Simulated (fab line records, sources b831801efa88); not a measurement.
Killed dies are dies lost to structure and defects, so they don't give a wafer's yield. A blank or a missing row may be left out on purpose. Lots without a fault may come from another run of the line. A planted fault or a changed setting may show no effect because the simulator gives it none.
A struck lot beside a sound one | flow sfq_line | 18 steps out of a route of 325
Sound: wafers L753.4, L753.5, L753.6. Struck: wafer L764.5. (L764.1 of the same lot was not struck and is left out.) The cause comes at the end.
At each step with rows: each side's tool, then ch and its chambers, then its first start. Under that, the readings that differ: sound wafers | struck wafers | difference of the means | sigmas: that difference in standard deviations of wafers without a fault.
alike: readings whose means differ by less than 2 such deviations, and words and numbers that are the same on both sides. not compared: withheld readings, readings that some wafer has no value for, bounds like >300 that may hide the same value, and numbers for which the record gives no deviation and whose values overlap.
The two part at a step that has a row with sigmas, a row that says differs or no value, or rows on one side only. Numbers that don't overlap but have no deviation are shown without sigmas and don't part them. A reading that every wafer of one side lacks parts them only if that side has two wafers or more.

first, 2 steps without rows for these wafers: SFQ_TRILAYER_I4_VIA_STRIP_SOLV_CLEAN_108 (cleans in NMP, time 600 s); SFQ_TRILAYER_JJ_TRILAYER_DEP_PRE_CLEAN_113 (time 22.5 s).
SFQ_TRILAYER_JJ_TRILAYER_DEP_SPUTTER_109: material Nb, target thk 150 nm, time 100 s.
  sound on pvd_sputter-06, day 40 23:58; struck on pvd_sputter-06, day 44 21:08
  reading                  | sound                  | struck  | difference | sigmas
  chamber_pressure_pa (Pa) | 0.1331 0.13322 0.13282 | 0.13359 | +0.00054   | +2
  alike: throttle_valve_pct
SFQ_TRILAYER_JJ_TRILAYER_DEP_SPUTTER_110: material Al, target thk 8 nm, time 10 s.
  sound on pvd_sputter-06, day 41 00:02; struck on pvd_sputter-06, day 44 21:13
  alike: chamber_pressure_pa, throttle_valve_pct
then, 1 step without rows for these wafers: SFQ_TRILAYER_JJ_TRILAYER_DEP_AL_OXIDATION_111 (oxidation time 600 s).
SFQ_TRILAYER_JJ_TRILAYER_DEP_SPUTTER_112: material Nb, target thk 170 nm, time 113.3 s.
  sound on pvd_sputter-06, day 41 01:04; struck on pvd_sputter-06, day 44 22:14
  alike: chamber_pressure_pa, throttle_valve_pct
SFQ_JJ_RS_MEAS_929: measures by four-point-probe.
  sound on film_metro-03, day 41 01:12; struck on film_metro-02, day 44 22:19
  alike: JJ_NB_RS
then, 4 steps without rows for these wafers: SFQ_TRILAYER_JJ_CE_LITHO_COAT_119 (resist thk 62 nm); SFQ_TRILAYER_JJ_CE_LITHO_COAT_114 (resist thk 600 nm); SFQ_TRILAYER_JJ_CE_LITHO_SOFTBAKE_118; SFQ_TRILAYER_JJ_CE_LITHO_EXPOSE_115 (exposes mask J5, target cd 700 nm).
SFQ_TRILAYER_JJ_CE_LITHO_PEB_117: peb time 60 s.
  sound on litho_track-03 ch 0, day 42 12:35; struck on litho_track-03 ch 0, day 45 23:20
  alike: chill_plate_temp_C
then, 1 step without rows for these wafers: SFQ_TRILAYER_JJ_CE_LITHO_DEVELOP_116 (time 60 s).
SFQ_JJ_OVL_MEAS_931:
  sound on overlay-01, day 42 12:50; struck on overlay-02, day 45 23:38
  alike: J5_OVL
SFQ_TRILAYER_JJ_CE_METRO_MEASURE_117:
  sound on cd_sem-02, day 42 13:27; struck on cd_sem-01, day 45 23:41
  reading    | sound             | struck | difference | sigmas
  cd_nm (nm) | 702.2 701.6 701.4 | 688.5  | -13.2      | -9
SFQ_TRILAYER_JJ_CE_BARC_OPEN_RIE_150: chemistry O2, target BARC, target depth 240 nm, time 80 s.
  sound on rie_metal-03 ch 0,1, day 42 14:05; struck on rie_metal-04 ch 1, day 46 00:53
  reading             | sound           | struck | difference | sigmas
  model.JJ.cd_nm (nm) | 703 702.9 702.7 | 691.7  | -11.2      |
  alike: drypump_motor_current_A, oes_product_au, rf_fwd_power_W
  not compared: rf_hours_counter_h
SFQ_TRILAYER_JJ_CE_ETCH_RIE_118: chemistry SF6, target Nb, stops on Al2O3, time 97.7 s, target depth 170 nm.
  sound on rie_metal-03 ch 0,1, day 42 14:11; struck on rie_metal-04 ch 1, day 46 00:58
  reading             | sound           | struck | difference | sigmas
  model.JJ.cd_nm (nm) | 701 703.9 700.7 | 690.4  | -11.5      |
  alike: drypump_motor_current_A, oes_product_au, rf_fwd_power_W
  not compared: rf_hours_counter_h
then, 1 step without rows for these wafers: SFQ_TRILAYER_JJ_ANODIZE_ANODIZE_119.

WHERE THEY PART
First at SFQ_TRILAYER_JJ_TRILAYER_DEP_SPUTTER_109; last, within this record, at SFQ_TRILAYER_JJ_CE_METRO_MEASURE_117. Later steps at which nothing parts them and some readings are alike: SFQ_TRILAYER_JJ_CE_BARC_OPEN_RIE_150, SFQ_TRILAYER_JJ_CE_ETCH_RIE_118.

WHY: what the simulator had put in
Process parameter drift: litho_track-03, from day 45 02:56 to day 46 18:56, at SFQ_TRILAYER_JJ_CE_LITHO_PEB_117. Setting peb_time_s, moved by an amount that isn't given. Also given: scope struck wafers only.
